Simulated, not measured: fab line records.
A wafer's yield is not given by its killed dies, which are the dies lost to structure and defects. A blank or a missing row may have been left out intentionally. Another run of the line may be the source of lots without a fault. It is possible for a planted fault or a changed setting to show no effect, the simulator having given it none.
Comparing a struck lot with a sound one || flow sky130 || 15 steps out of a route of 708
Sound: the wafers L801.2, L801.3, L801.5. Struck: wafers L808.2, L808.4, L808.6. The cause comes at the end.
Order at every step that has rows: each side's tool, ch and its chambers, its first start. Under that, the readings that differ: sound wafers || struck wafers || difference of the means || sigmas: that difference in standard deviations of wafers without a fault.
alike: readings whose means differ by less than 2 such deviations, and words and numbers that are the same on both sides. not compared: withheld readings, readings that some wafer has no value for, bounds like >300 that may hide the same value, and numbers for which the record gives no deviation and whose values overlap.
Wherever a step has rows on one side only, a row that says differs or no value, or a row with sigmas, the two part there. Non-overlapping numbers with no deviation appear without sigmas and do not part them. A reading missing from all wafers of one side parts the sides only when that side holds two or more wafers.

SKY_VIA2_OVL_MEAS_13:
  sound on overlay-01 at day 37 04:28; struck on overlay-02 at day 39 22:08
  alike: VIA2_OVL
then, 1 step without rows for these wafers: SKY_VIA2_ETCH_14 (etches BARC in N2/H2, stops on SiO2, time 45.9 s, target depth 60 nm).
SKY_VIA2_ETCH_15: etches SiO2 in C4F8/O2/Ar, stops on TiN, target depth 546 nm, time 84 s.
  sound on rie_diel-02 ch 1,3, day 37 04:32; struck on rie_diel-03 ch 0,2,3, day 39 22:12
  alike: chamber_pressure_mTorr, oes_product_au
  not compared: rf_hours_counter_h
SKY_VIA2_STRIP_16: strips in O2/N2.
  sound on plasma_asher-04 ch 1, day 37 04:36; struck on plasma_asher-03 ch 0,1, day 39 22:16
  alike: chamber_pressure_mTorr, drypump_motor_current_A, oes_product_au, strip_time_to_endpoint_s
  not compared: rf_hours_counter_h
then, 3 steps without rows for these wafers: SKY_VIA2_STRIP_17 (strips in post etch residue remover, time 1200 s); SKY_VIA2_CLEAN_18 (cleans in IPA, time 180 s); SKY_VIA2_CLEAN_19 (cleans in O3/DIW).
SKY_VIA2_SPUTTER_20: material TiN, target thk 20 nm, time 80 s.
  sound on pvd_sputter-01 at day 37 05:13; struck on pvd_sputter-01 at day 39 22:53
  alike: cathode_dc_power_W, chamber_pressure_pa, throttle_valve_pct
SKY_VIA2_CVD_21: deposits W, target thk 420 nm, time 126.4 s.
  sound on cvd_w-01 ch 0,1, day 37 05:17; struck on cvd_w-02 ch 0, day 39 22:57
{"reading": "heater_power_w (W)", "sound": "819 862 807", "struck": "686 692 683", "difference": -142, "sigmas": -2}
SKY_VIA2_RS_MEAS_22: measures by four-point-probe.
  sound on film_metro-03 at day 37 05:26; struck on film_metro-04 at day 39 23:06
{"reading": "VIA2_W_RS (ohm/sq)", "sound": "0.269 0.267 0.269", "struck": "0.278 0.274 0.274", "difference": "+0.007", "sigmas": "+2"}
SKY_VIA2_THK_MEAS_23: measures by xrf.
  sound on film_metro-03 at day 37 05:32; struck on film_metro-04 at day 39 23:13
  alike: VIA2_W_THK
SKY_VIA2_CMP_24: polishes, stops on SiO2, t overpolish 20 s, target thk 0 nm.
  sound on cmp-02 ch 1,2, day 37 05:35; struck on cmp-02 ch 0,1, day 39 23:16
  alike: motor_current_A, overpolish_run_s, time_to_endpoint_s
SKY_METAL3_SPUTTER_00: material Ti, target thk 15 nm, time 10 s.
  sound on pvd_sputter-02 at day 37 05:53; struck on pvd_sputter-02 at day 39 23:34
  no value came back on the struck wafers for cathode_dc_power_W (W), chamber_pressure_pa (Pa), throttle_valve_pct (%); on the sound wafers cathode_dc_power_W (W) reads 3000.4 3000.4 3000.4
then, 1 step without rows for these wafers: SKY_METAL3_SPUTTER_01 (material TiN, target thk 20 nm, time 16.7 s).
-- the record jumps here: 9 days lie between the struck wafers' starts before and after (it left off in module METAL3 and takes up again in module PAD_OPEN, whose first step shown is number 708 of the route) --
SKY_PAD_OPEN_PROBE_99:
  sound on prober-01 at day 46 12:19; struck on prober-01 at day 48 14:13
{"reading": "model.etest.via2_chain.rc_ohm", "sound": "9.974 9.706 10.04", "struck": "11.27 10.67 10.54", "difference": "+0.92", "sigmas": ""}
  alike: defect_limited_yield, killed_at_M0_to_M3, killed_at_M4_up, killed_at_contacts, killed_at_front_end, killed_at_other, killed_dies, killed_open, killed_short, sort_bin_3_pad_short, sort_bin_5_function, sort_bin_6_memory, sort_n_pass, sort_yield_pct

## WHERE THEY PART
First at SKY_VIA2_CVD_21; last, within this record, at SKY_METAL3_SPUTTER_00. Later steps at which nothing parts them and some readings are alike: SKY_PAD_OPEN_PROBE_99.

WHY: whatever the simulator had introduced
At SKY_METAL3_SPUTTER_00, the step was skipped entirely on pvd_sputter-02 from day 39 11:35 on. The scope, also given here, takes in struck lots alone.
